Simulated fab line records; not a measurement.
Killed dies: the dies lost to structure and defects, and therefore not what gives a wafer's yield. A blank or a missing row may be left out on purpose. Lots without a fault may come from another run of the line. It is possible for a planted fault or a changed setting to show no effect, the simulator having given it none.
Struck lot and sound lot, side by side -- flow gf180mcu -- 13 steps out of a route of 602
Sound: the wafers L390.2, L390.5, L390.6. Struck: wafers L382.2, L382.3, L382.6. The cause is given at the end.
For every step that has rows: the tool of each side, followed by ch and its chambers, followed by its first start. Under that, the readings that differ: sound wafers -- struck wafers -- difference of the means -- sigmas: that difference in standard deviations of wafers without a fault.
alike: a reading whose means differ by less than 2 such deviations, as well as words and numbers matching on both sides. not compared: withheld readings; readings where some wafer has no value; bounds like >300 that might hide an equal value; numbers whose values overlap and for which the record gives no deviation.
The two part at a step that has a row with sigmas, a row that says differs or no value, or rows on one side only. Non-overlapping numbers with no deviation appear without sigmas and do not part them. A reading missing from all wafers of one side parts the sides only when that side holds two or more wafers.

GF_V3_CD_MEAS_14: target cd 260 nm.
  struck on cd sem-01, day 26 12:02; sound on cd sem-01, day 28 18:47
reading,sound,struck,difference,sigmas
cd nm (nm),261.8 261.8 262.0,259.4 259.9 259.0,-2.4,-2
GF_V3_OVL_MEAS_15:
  struck on overlay-01, day 26 12:08; sound on overlay-02, day 28 18:53
  alike: V3_OVL
GF_V3_ETCH_16: etches BARC in N2/H2.
  sound on rie diel-03 ch 1,2, day 28 18:55; struck on rie diel-01 ch 0,1, day 26 12:10
  alike: drypump motor current A, oes product au, throttle valve pct
GF_V3_ETCH_17: etches SiO2 in C4F8/O2/Ar, stops on TiN, target depth 635 nm.
  sound: rie diel-03 ch 1,2; struck: rie diel-01 ch 0,1
  alike: oes product au
GF_V3_STRIP_18: strips in O2/N2.
  sound on plasma asher-01 ch 0,1, day 28 19:03; struck on plasma asher-02 ch 0,1, day 26 12:18
  alike: drypump motor current A, heater power w, oes product au
  not compared: rf hours counter h
then, 3 steps without rows for these wafers: GF_V3_STRIP_19 (strips in post etch residue remover, time 1200 s); GF_V3_CLEAN_20 (cleans in DIW); GF_V3_SPUTTER_21 (material Ti, target thk 15 nm, time 80.02 s).
GF_V3_SPUTTER_22: material TiN, target thk 10 nm, time 40 s.
  struck on pvd sputter-01, day 26 13:20; sound on pvd sputter-01, day 28 19:59
  alike: throttle valve pct
GF_V3_CVD_23: deposits W, target thk 350 nm, time 104.9 s.
  sound on cvd w-02 ch 0, day 28 20:04; struck on cvd w-01 ch 0,1, day 26 13:22
  alike: heater power outer w, heater power w
GF_V3_RS_MEAS_24: measurement is done with a four-point probe.
  struck on film metro-04, day 26 13:30; sound on film metro-01, day 28 20:16
  alike: V3_W_RS
GF_V3_THK_MEAS_25: measures by xrf.
  struck on film metro-04, day 26 13:37; sound on film metro-01, day 28 20:23
  alike: V3_W_THK
GF_V3_CMP_26: polishes, stops on SiO2, t overpolish 15 s, target thk 0 nm.
  sound on cmp-01 ch 0,1, day 28 20:49; struck on cmp-01 ch 1,2, day 26 13:49
  no value came back on the struck wafers for any of 5 readings (edge zone pressure frac, head pressure psi (psi) and others); on the sound wafers edge zone pressure frac reads 0.991 0.998 1.001
reading,sound,struck,difference,sigmas
model.W_of_V3_CVD_23.thk nm (nm),0 0 0,356 352.7 350.3,+353,
model.SiO2_of_V3_CVD_02.thk nm (nm),628.4 629.4 628.7,633.7 632.4 631.8,+3.8,

## WHERE THEY PART
Last at GF_V3_CMP_26 as far as this record goes, first at GF_V3_CD_MEAS_14.

WHY: what the simulator had put in
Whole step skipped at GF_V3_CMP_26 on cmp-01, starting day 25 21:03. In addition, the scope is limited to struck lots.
